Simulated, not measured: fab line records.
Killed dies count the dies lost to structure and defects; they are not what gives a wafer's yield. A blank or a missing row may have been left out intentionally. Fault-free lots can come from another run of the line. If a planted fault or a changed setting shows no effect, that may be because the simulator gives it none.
Which tool is to blame? -- flow sky130 -- Sampling: 12 lots, 33 wafers, 6 of 708 route steps

WHAT THE GAUGES READ, wafer by wafer
SKY_CONTACT_CD_MEAS_14: the cd target is 170 nm. Usual: cd-nm 169.9 nm, standard deviation 1.4.
lot,measured,on,cd-nm (nm),flag
L948,day 32 08:21,cd-sem-01,168.5 168.1 168.8,
L950,day 32 16:46,cd-sem-01,168.8 170.3 168.6,
L951,day 33 03:27,cd-sem-02,169.4 169.5 169.7,
L953,day 33 13:46,cd-sem-01,168.3 167.5 167.8,
L954,day 33 20:11,cd-sem-02,172.1 171.8,
L957,day 34 18:42,cd-sem-02,170.1 170.3 170.9,
L956,day 34 20:13,cd-sem-01,171.9 171.2,
L961,day 36 10:10,cd-sem-02,171.8 170.5 169.8,
L962,day 36 17:06,cd-sem-02,170.1 170.6 170.1,
L966,day 37 19:40,cd-sem-01,171.8 170.9 169.9,
L967,day 38 06:07,cd-sem-02,168.9 171.6 170.0,
L971,day 38 20:08,cd-sem-02,168.6 169.2,

SKY_METAL1_THK_MEAS_06: measures by xrf. Usual: METAL1_ALCU_THK typically reads 242 nm, with standard deviation 4.
lot,measured,on,METAL1_ALCU_THK (nm),flag
L948,day 32 10:09,film-metro-03,239 242 243,
L950,day 32 18:33,film-metro-04,240 241 242,
L951,day 33 05:13,film-metro-02,245 245 245,
L953,day 33 15:36,film-metro-04,249 246 249,
L954,day 33 21:58,film-metro-03,232 236,
L957,day 34 20:38,film-metro-04,246 249 243,
L956,day 34 22:06,film-metro-02,247 248,
L966,day 37 21:29,film-metro-04,245 243 244,
L967,day 38 07:57,film-metro-03,239 238 239,
L971,day 38 21:55,film-metro-04,243 236,

WHICH TOOL RAN EACH LOT (tool, then ch and the chambers of the sampled wafers, then the start)
lot,SKY_CONTACT_ETCH_17,SKY_CONTACT_ETCH_18,SKY_CONTACT_STRIP_19,SKY_METAL1_SPUTTER_01
L948,"rie-diel-03 ch 2,3, day 32 08:33","rie-diel-03 ch 2,3, day 32 08:38 or earlier","plasma-asher-04 ch 0, day 32 08:38","pvd-sputter-02, day 32 09:55"
L950,"rie-diel-03 ch 1,3, day 32 16:58","rie-diel-03 ch 1,3, day 32 17:03 or earlier","plasma-asher-01 ch 0,1, day 32 17:03","pvd-sputter-02, day 32 18:19"
L951,"rie-diel-04 ch 1,2, day 33 03:37","rie-diel-04 ch 1,2, day 33 03:44 or earlier","plasma-asher-01 ch 0,1, day 33 03:44","pvd-sputter-04, day 33 04:58"
L953,"rie-diel-03 ch 1,2, day 33 13:58","rie-diel-03 ch 1,2, day 33 14:03 or earlier","plasma-asher-04 ch 1, day 33 14:03","pvd-sputter-04, day 33 15:22"
L954,"rie-diel-03 ch 0,1, day 33 20:22","rie-diel-03 ch 0,1, day 33 20:27 or earlier","plasma-asher-02 ch 0,1, day 33 20:27","pvd-sputter-02, day 33 21:43"
L957,"rie-diel-04 ch 0,1,3, day 34 18:54","rie-diel-04 ch 0,1,3, day 34 18:59 or earlier","plasma-asher-02 ch 0,1, day 34 18:59","pvd-sputter-02, day 34 20:25"
L956,"rie-diel-03 ch 1, day 34 20:25","rie-diel-03 ch 1, day 34 20:30 or earlier","plasma-asher-02 ch 0, day 34 20:30","pvd-sputter-04, day 34 21:52"
L961,"rie-diel-03 ch 0,1,2, day 36 10:22","rie-diel-03 ch 0,1,2, day 36 10:27 or earlier","plasma-asher-01 ch 0,1, day 36 10:27",-
L962,"rie-diel-03 ch 1,3, day 36 17:17","rie-diel-03 ch 1,3, day 36 17:22 or earlier","plasma-asher-04 ch 0,1, day 36 17:22",-
L966,"rie-diel-02 ch 0,1,3, day 37 19:52","rie-diel-02 ch 0,1,3, day 37 19:57 or earlier","plasma-asher-04 ch 0,1, day 37 19:57","pvd-sputter-04, day 37 21:15"
L967,"rie-diel-04 ch 0,2, day 38 06:18","rie-diel-04 ch 0,2, day 38 06:23 or earlier","plasma-asher-04 ch 0,1, day 38 06:23","pvd-sputter-03, day 38 07:42"
L971,"rie-diel-02 ch 2, day 38 20:18","rie-diel-02 ch 2, day 38 20:25 or earlier","plasma-asher-02 ch 0, day 38 20:25","pvd-sputter-03, day 38 21:39"
- SKY_CONTACT_ETCH_17: etches SiO2 in C4F8/O2/Ar, stops on Si3N4, target depth 340 nm.
- SKY_CONTACT_ETCH_18: etches Si3N4 in CHF3/O2, stops on TiN, time 39 s, target depth 75 nm.
- SKY_CONTACT_STRIP_19: strips in O2/N2.
- SKY_METAL1_SPUTTER_01: material TiN, target thk 20 nm, time 16.7 s.

WHAT THE TOOLS THEMSELVES READ (means of the sampled wafers that have a number; where no wafer has one, the mark that the record gives instead)
SKY_CONTACT_ETCH_17. Usual: bias-w 1200 W, standard deviation 3.5; chamber-pressure-mTorr 39.99 mTorr, standard deviation 0.037; oes-product-au 0.892 a.u., standard deviation 0.0047.
lot,tool,bias-w (W),chamber-pressure-mTorr (mTorr),oes-product-au (a.u.),flag
L948,rie-diel-03,1205,40.01,0.892,
L950,rie-diel-03,1201,40.00,0.890,
L951,rie-diel-04,1197,40.01,0.893,
L953,rie-diel-03,1200,40.00,0.895,
L954,rie-diel-03,1204,40.02,0.889,
L957,rie-diel-04,1195,39.97,0.891,
L956,rie-diel-03,1203,40.00,0.903,
L961,rie-diel-03,-,-,-,OFF
L962,rie-diel-03,-,-,-,OFF
L966,rie-diel-02,1197,40.02,0.893,
L967,rie-diel-04,1205,40.02,0.892,
L971,rie-diel-02,1201,40.02,0.889,

SKY_CONTACT_ETCH_18. Usual: O2_flow_sccm 5.000 sccm, standard deviation 0.015; bias-w 199.9 W, standard deviation 0.6; drypump-motor-current-A 5.6 A, standard deviation 0.49; oes-product-au 0.857 a.u., standard deviation 0.0079; throttle-valve-pct 8.793 %, standard deviation 0.0095.
lot,tool,O2_flow_sccm (sccm),bias-w (W),drypump-motor-current-A (A),oes-product-au (a.u.),throttle-valve-pct (%),flag
L948,rie-diel-03,5.012,199.7,5.8,0.856,8.790,
L950,rie-diel-03,5.006,200.0,6.0,0.849,8.793,
L951,rie-diel-04,4.997,200.4,6.3,0.860,8.791,
L953,rie-diel-03,4.994,200.1,5.5,0.856,8.797,
L954,rie-diel-03,5.015,199.9,5.5,0.856,8.770,
L957,rie-diel-04,5.006,199.1,5.9,0.849,8.786,
L956,rie-diel-03,4.986,200.2,6.0,0.863,8.798,
L961,rie-diel-03,5.016,200.2,5.4,0.374,8.677,OFF
L962,rie-diel-03,5.009,199.9,6.1,0.378,8.675,OFF
L966,rie-diel-02,5.001,200.0,5.5,0.854,8.794,
L967,rie-diel-04,4.996,199.1,6.1,0.859,8.795,
L971,rie-diel-02,4.999,199.8,4.8,0.863,8.793,

SKY_CONTACT_STRIP_19. Usual: drypump-motor-current-A 5.9 A, standard deviation 0.48; oes-product-au 0.381 a.u., standard deviation 0.0045; strip-time-to-endpoint-s 3.638 s, standard deviation 0.027.
lot,tool,drypump-motor-current-A (A),oes-product-au (a.u.),strip-time-to-endpoint-s (s),flag
L948,plasma-asher-04,5.1,0.381,3.657,
L950,plasma-asher-01,5.6,0.381,3.644,
L951,plasma-asher-01,5.7,0.381,3.617,
L953,plasma-asher-04,6.4,0.381,3.635,
L954,plasma-asher-02,6.2,0.377,3.610,
L957,plasma-asher-02,6.4,0.379,3.618,
L956,plasma-asher-02,6.0,0.382,3.629,
L961,plasma-asher-01,5.6,0.411,4.305,OFF
L962,plasma-asher-04,6.0,0.411,4.330,OFF
L966,plasma-asher-04,5.5,0.378,3.643,
L967,plasma-asher-04,5.6,0.383,3.632,
L971,plasma-asher-02,6.0,0.385,3.668,

SKY_METAL1_SPUTTER_01. Usual: throttle-valve-pct 30.1 %, standard deviation 1.4.
lot,tool,throttle-valve-pct (%),flag
L948,pvd-sputter-02,29.6,
L950,pvd-sputter-02,29.6,
L951,pvd-sputter-04,29.4,
L953,pvd-sputter-04,31.9,
L954,pvd-sputter-02,29.5,
L957,pvd-sputter-02,29.4,
L956,pvd-sputter-04,31.6,
L966,pvd-sputter-04,30.5,
L967,pvd-sputter-03,28.6,
L971,pvd-sputter-03,30.0,

THE ANSWER, worked out from the rows above alone
Rule: lot off if the mean of its wafers having a number is beyond 3 standard deviations from the usual mean. Also off: a lot with no number at a reading for which 4 or more lots have one. Any other lot the step has rows for is counted as sound. Order of review: gauges by route order, followed by the tools' own readings, for which a lot's mean as printed above is used. At the first step where some lot is off, the reading lying furthest off is the one used; lots without a number count as furthest.
Off: L961, L962 (SKY_CONTACT_ETCH_17, bias-w). Without a number there: L961, L962.
If a tool, at that step or one of the process steps before it, ran each lot that is off and ran no sound lot following the first of them, it fits. One candidate fits, namely rie-diel-03 at SKY_CONTACT_ETCH_17. A fault onset in the window from L956 (day 34 20:25, its last sound lot) to L961 (day 36 10:22, its first lot off) fits.
Blank at SKY_CONTACT_ETCH_17 on the lots that are off, where sound lots have numbers: bias-w, chamber-pressure-mTorr, oes-product-au.

WHAT WAS PUT IN BY THE SIMULATOR
Whole step skipped at SKY_CONTACT_ETCH_17 on rie-diel-03, starting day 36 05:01. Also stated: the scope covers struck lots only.
Struck lots among those shown: L961, L962. Same finding as the rule above.
